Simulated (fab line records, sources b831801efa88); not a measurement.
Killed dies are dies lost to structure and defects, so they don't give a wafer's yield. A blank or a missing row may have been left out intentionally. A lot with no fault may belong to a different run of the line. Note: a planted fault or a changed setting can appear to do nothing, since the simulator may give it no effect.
Comparing a struck lot with a sound one -- flow sky130 -- 15 out of 708 route steps
Sound: the wafers L502.1, L502.2, L502.4. Wafers struck: L511.1, L511.3, L511.6. The cause is given at the end.
Per side, at each step with rows, come the tool, then ch with its chambers, and then its first start. Under that, the readings that differ: sound wafers -- struck wafers -- difference of the means -- sigmas: that difference in standard deviations of wafers without a fault.
alike: readings whose means differ by less than 2 such deviations, and words and numbers that are the same on both sides. not compared: withheld readings, readings that some wafer has no value for, bounds like >300 that may hide the same value, and numbers for which the record gives no deviation and whose values overlap.
Wherever a step has rows on one side only, a row that says differs or no value, or a row with sigmas, the two part there. Non-overlapping numbers with no deviation appear without sigmas and do not part them. Lack of a reading on every wafer of one side parts them only where that side has two or more wafers.

first, 5 steps without rows for these wafers: SKY_FIELD_ISO_WET_ETCH_28 (etches SiO2 in dHF, target depth 23.7 nm, time 47 s); SKY_FIELD_ISO_WET_ETCH_29 (etches Si3N4 in H3PO4, target depth 160 nm, time 1825 s); SKY_FIELD_ISO_WET_ETCH_30 (etches SiO2 in dHF, target depth 25 nm, time 50 s); SKY_NWELL_CLEAN_00 (cleans in SC1/SC2, time 150 s); SKY_NWELL_OXIDATION_01 (stabilise 600 s, purge 300 s, target thk 10 nm).
SKY_NWELL_THK_MEAS_02:
  sound: filmMetro-01 at day 2 19:02; struck: filmMetro-02 at day 4 15:57
  alike: NWELL_OXIDATION_THK
then, 6 steps without rows for these wafers: SKY_DNWELL_DEHYDRATE_00 (time 60 s); SKY_DNWELL_HMDS_01 (prime time 60 s); SKY_DNWELL_COAT_02 (resist thk 3000 nm); SKY_DNWELL_SOFTBAKE_03; SKY_DNWELL_EXPOSE_04 (exposes mask DNM, target cd 3000 nm); SKY_DNWELL_PEB_05.
SKY_DNWELL_DEVELOP_06: develop time 60 s.
  sound on lithoTrack-03 ch 0, day 3 10:00; struck on lithoTrack-01 ch 0, day 5 08:00
reading,sound,struck,difference,sigmas
developerTempC (C),22.89 22.99 23.07,23.99 23.95 23.97,+0.99,+11
then, 2 steps without rows for these wafers: SKY_DNWELL_IMPLANT_07; SKY_PAD_OPEN_PROBE_99.

WHERE THEY PART
Only at SKY_DNWELL_DEVELOP_06, as far as this record shows.

WHY: what the simulator had put in
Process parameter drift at SKY_DNWELL_DEVELOP_06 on lithoTrack-01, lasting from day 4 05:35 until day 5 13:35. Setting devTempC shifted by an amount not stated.
